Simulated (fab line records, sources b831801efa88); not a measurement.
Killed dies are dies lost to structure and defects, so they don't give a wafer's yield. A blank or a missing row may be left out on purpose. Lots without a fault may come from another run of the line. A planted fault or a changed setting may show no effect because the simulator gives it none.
Which tool did it? | flow sky130 | 12 lots, 36 wafers sampled, at 1 step of a route of 708

WHAT THE GAUGES READ, wafer by wafer
SKY_VIA1_THK_MEAS_23: measures by xrf. Usual: VIA1_W_THK 274 nm, standard deviation 3.9.
lot  | measured     | on            | VIA1_W_THK (nm) | flag
L558 | day 33 10:17 | film_metro-03 | 268 270 271     |
L560 | day 33 20:48 | film_metro-03 | 274 276 275     |
L561 | day 34 17:13 | film_metro-03 | 274 269 275     |
L565 | day 36 03:40 | film_metro-01 | 273 271 270     |
L571 | day 37 21:28 | film_metro-01 | 271 271 275     |
L574 | day 39 16:22 | film_metro-04 | 281 279 276     |
L576 | day 40 03:17 | film_metro-04 | 275 272 275     |
L577 | day 40 07:44 | film_metro-03 | 271 272 273     |
L579 | day 40 22:11 | film_metro-04 | 272 275 275     |
L578 | day 40 22:28 | film_metro-03 | 277 279 279     |
L580 | day 40 23:26 | film_metro-03 | 276 274 277     |
L581 | day 42 12:26 | film_metro-01 | 265 267 272     |

WHICH TOOL RAN EACH LOT (tool, then ch and the chambers of the sampled wafers, then the start)
The record holds no process step before these readings.

WHAT THE TOOLS THEMSELVES READ (means of the sampled wafers that have a number; where no wafer has one, the mark that the record gives instead)
The record holds no such reading with a usual standard deviation.

THE ANSWER, worked out from the rows above alone
Rule: a lot is off if the mean of its wafers that have a number lies more than 3 standard deviations from the usual mean. A lot without any number at a reading at which 4 lots or more have one is off too. The other lots that the step has rows for count as sound. The gauges are gone through in route order, then the tools' own readings, and for those a lot's mean is taken as printed above. The first step at which some lot is off is used, and at that step the reading that is off furthest; a lot without a number counts as furthest.
No lot is off at any reading shown: from this, nothing can be told.

WHAT THE SIMULATOR HAD PUT IN
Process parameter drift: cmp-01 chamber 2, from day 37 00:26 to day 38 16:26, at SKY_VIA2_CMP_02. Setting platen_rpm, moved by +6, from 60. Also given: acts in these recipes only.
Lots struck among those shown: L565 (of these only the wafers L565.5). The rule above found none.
